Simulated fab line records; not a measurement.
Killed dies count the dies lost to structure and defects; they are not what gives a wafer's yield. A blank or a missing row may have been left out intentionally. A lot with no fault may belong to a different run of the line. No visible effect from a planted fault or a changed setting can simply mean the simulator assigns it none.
The same fault as seen by 2 desks || flow sky130 || every desk sees just its own numbers, and what lay behind them comes last

== METROLOGY DESK ==
Lot by lot, what the gauges showed, no matter which tool ran the lot: averages of those sampled wafers that carry a number. Any lot whose mean is over 4 standard deviations away from the usual mean is out of limits and marked OUT; that distance is given in the brackets.
Columns: A = CONTACT_BOW at SKY_CONTACT_BOW_MEAS_05, usual 82 um
{"lot": "L385", "first seen here": "day 30 23:26", "A": 75}
{"lot": "L386", "first seen here": "day 31 06:02", "A": 80}
{"lot": "L389", "first seen here": "day 32 05:20", "A": 88}
{"lot": "L387", "first seen here": "day 32 07:28", "A": 84}
{"lot": "L391", "first seen here": "day 32 23:02", "A": 84}
{"lot": "L395", "first seen here": "day 34 06:53", "A": 83}
{"lot": "L396", "first seen here": "day 34 16:16", "A": 79}
{"lot": "L404", "first seen here": "day 37 01:32", "A": 84}
{"lot": "L405", "first seen here": "day 37 11:27", "A": 72}
{"lot": "L406", "first seen here": "day 37 16:01", "A": 82}
{"lot": "L407", "first seen here": "day 38 02:37", "A": 84}
This desk's finding: nothing out of limits on any of the 11 lots.

== AT THE TOOL OWNER'S DESK: litho-track-01 ==
The tool's own readings at SKY_LDD_N_COAT_02 (resist thk 300 nm): means of the sampled wafers that have a number, for each lot that ran on this tool. Any lot whose mean is over 4 standard deviations away from the usual mean is out of limits and marked OUT; that distance is given in the brackets.
Columns: A = spin-speed-rpm at SKY_LDD_N_COAT_02, usual 2999.7 rpm
{"lot": "L391", "first seen here": "day 19 20:25", "A": 2999.4}
{"lot": "L395", "first seen here": "day 21 10:55", "A": "2592.3 (-99 or more) OUT"}
{"lot": "L396", "first seen here": "day 21 17:49", "A": "2593.9 (-99 or more) OUT"}
This desk finds L395, L396 out of limits, L395 being first, at day 21 10:55 (spin-speed-rpm at SKY_LDD_N_COAT_02). L391: within limits.

== PUT TOGETHER ==
The tool owner's desk could have raised an alarm at day 21 10:55, on L395, L396.
From the metrology desk's view, nothing was out of limits.
The metrology desk holds a record of L395, L396, inside its limits.
Every lot named ran SKY_LDD_N_COAT_02 on litho-track-01.

== WHAT THE SIMULATOR PUT IN ==
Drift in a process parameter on litho-track-01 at SKY_LDD_N_COAT_02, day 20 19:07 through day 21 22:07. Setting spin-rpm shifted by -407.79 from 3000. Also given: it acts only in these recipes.
Lots struck among those shown: L395, L396.
How many hours passed from the start of the fault until each desk's first out-of-limits reading: the tool owner's desk, 16.
